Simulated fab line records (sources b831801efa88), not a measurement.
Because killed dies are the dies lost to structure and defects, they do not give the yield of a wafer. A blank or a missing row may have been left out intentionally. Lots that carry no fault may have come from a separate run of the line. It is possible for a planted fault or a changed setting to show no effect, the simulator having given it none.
One fault through the eyes of 2 desks ; flow gf180mcu ; what lay behind the numbers comes last; until then each desk has only its own

== THE METROLOGY DESK ==
Means of the sampled wafers that have a number, per lot and without regard to the tool the lot ran on: this is what the gauges read. Any lot whose mean is over 4 standard deviations away from the usual mean is out of limits and marked OUT; that distance is given in the brackets.
Columns: A = HV_LDD_CVD_54_THK at GF_HV_LDD_THK_MEAS_55, usual 10.04 nm; B = V2_W_RS at GF_V2_RS_MEAS_24, usual 0.328 ohm/sq
lot;first seen here;A;B
L588;day 12 09:52;9.87;0.325
L589;day 12 14:53;9.80;0.325
L590;day 13 04:00;10.04;0.327
L591;day 13 10:41;9.92;0.330
L592;day 13 18:20;10.18;0.326
L593;day 13 22:07;10.30;0.333
L596;day 15 02:30;10.18;0.328
L597;day 15 08:12;9.86;0.332
L600;day 16 13:31;10.05;0.329
L601;day 16 18:37;9.88;0.330
L602;day 17 09:33;10.14;0.326
L603;day 17 16:02;12.47 (+15) OUT;0.325
L606;day 18 17:41;12.51 (+15) OUT;0.330
This desk finds L603, L606 out of limits, with the earliest case on L603 at day 17 16:02 (HV_LDD_CVD_54_THK at GF_HV_LDD_THK_MEAS_55). L588, L589, L590, L591, L592, L593, L596, L597, L600, L601, L602: within limits.

== THE TOOL OWNER'S DESK: lpcvd-02 ==
The tool's own readings at GF_HV_LDD_CVD_54 (deposits SiO2 from TEOS, target thk 10 nm, time 75 s): means of the sampled wafers that have a number, for each lot that ran on this tool. Any lot whose mean is over 4 standard deviations away from the usual mean is out of limits and marked OUT; that distance is given in the brackets.
Columns: A = spike tc bottom C at GF_HV_LDD_CVD_54, usual 696 C; B = spike tc centre C at GF_HV_LDD_CVD_54, usual 681.0 C; C = spike tc lower C at GF_HV_LDD_CVD_54, usual 680.0 C; D = spike tc top C at GF_HV_LDD_CVD_54, usual 696.4 C; E = spike tc upper C at GF_HV_LDD_CVD_54, usual 679.6 C; F = zone power upper pct at GF_HV_LDD_CVD_54, usual 10.6 %
lot;first seen here;A;B;C;D;E;F
L588;day 12 08:50;703;678.9;680.6;699.3;678.7;11.5
L589;day 12 13:52;696;681.7;680.6;696.3;679.9;11.4
L591;day 13 09:40;697;681.7;679.3;695.8;679.5;11.4
L596;day 15 01:29;697;681.1;680.0;696.4;679.6;11.4
L601;day 16 17:35;696;681.3;680.0;696.4;679.3;11.3
L602;day 17 08:32;696;681.3;680.0;696.8;679.3;11.4
L603;day 17 15:01;706;691.5 (+8.8) OUT;688.7 (+7.9) OUT;704.5 (+5.1) OUT;689.3 (+10) OUT;11.6
L606;day 18 16:40;706;690.8 (+8.2) OUT;687.7 (+7.0) OUT;706.7 (+6.4) OUT;689.0 (+10) OUT;11.7
This desk's verdict: out of limits on L603, L606, starting with L603 at day 17 15:01 (spike tc centre C at GF_HV_LDD_CVD_54). L588, L589, L591, L596, L601, L602: within limits.

== BROUGHT TOGETHER ==
On L603, L606, at day 17 15:01, an alarm was possible from the tool owner's desk.
On L603, L606, the metrology desk was in a position to raise an alarm at day 17 16:02.
The lots listed all ran GF_HV_LDD_CVD_54 on lpcvd-02.

== WHAT THE SIMULATOR PUT IN ==
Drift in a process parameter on lpcvd-02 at GF_HV_LDD_CVD_54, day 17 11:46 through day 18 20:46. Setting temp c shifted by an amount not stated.
Shown lots that were struck: L603, L606.
Time in hours from fault onset to the first out-of-limits reading at each desk: tool owner's desk 3, metrology desk 4.
